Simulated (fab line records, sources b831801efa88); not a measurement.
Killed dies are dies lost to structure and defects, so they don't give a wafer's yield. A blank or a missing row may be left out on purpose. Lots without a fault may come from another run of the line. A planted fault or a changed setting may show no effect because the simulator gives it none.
Which tool did it? | flow sky130 | 6 lots, 18 wafers sampled, at 3 steps of a route of 708

WHAT THE GAUGES READ, wafer by wafer
SKY_PASSIVATION_THK_MEAS_01.
lot  | measured     | on            | PASSIVATION_CVD_00_THK (nm)
L655 | day 44 18:07 | film_metro-02 | 89.6 90.3 90.6
L658 | day 45 13:01 | film_metro-01 | 89.9 90.7 91.1
L662 | day 46 16:51 | film_metro-04 | 89.8 90.2 88.9
L672 | day 48 17:47 | film_metro-01 | 89.3 89.2 91.1
L674 | day 49 03:27 | film_metro-01 | 89.7 90.7 90.7
L677 | day 49 18:40 | film_metro-02 | 90.5 92.3 91.4

WHICH TOOL RAN EACH LOT (tool, then ch and the chambers of the sampled wafers, then the start)
lot  | SKY_METAL1_SPUTTER_00        | SKY_METAL5_DESCUM_14
L655 | pvd_sputter-01, day 32 18:15 | rie_metal-01 ch 0,1, day 44 17:10
L658 | pvd_sputter-01, day 33 18:59 | rie_metal-01 ch 0,1, day 45 12:07
L662 | pvd_sputter-01, day 35 04:02 | rie_metal-02 ch 0,1, day 46 15:57
L672 | pvd_sputter-04, day 37 20:22 | rie_metal-01 ch 0,1, day 48 16:52
L674 | pvd_sputter-01, day 38 06:58 | rie_metal-04 ch 0,1, day 49 02:33
L677 | pvd_sputter-01, day 39 03:55 | rie_metal-02 ch 1, day 49 17:25
- SKY_METAL1_SPUTTER_00: material Ti, target thk 15 nm, time 10 s.
- SKY_METAL5_DESCUM_14: chemistry O2, time 11 s.

THE ANSWER, worked out from the rows above alone
Rule: what is usual is taken from the lots themselves. Put in order of their means at a reading, lots are off if they are a third of the lots or fewer, leave a main group of 4 or more, and stand apart from it by a gap of 3 or more times the standard deviation of the main group's means; of several such gaps the widest counts. A main group whose means are all the same, to the digits that the tables above print for the reading, isn't used. A lot without any number at a reading at which 4 lots or more have one is off too. The other lots that the step has rows for count as sound.
No lot is off at any reading shown: from this, nothing can be told.

WHAT THE SIMULATOR HAD PUT IN
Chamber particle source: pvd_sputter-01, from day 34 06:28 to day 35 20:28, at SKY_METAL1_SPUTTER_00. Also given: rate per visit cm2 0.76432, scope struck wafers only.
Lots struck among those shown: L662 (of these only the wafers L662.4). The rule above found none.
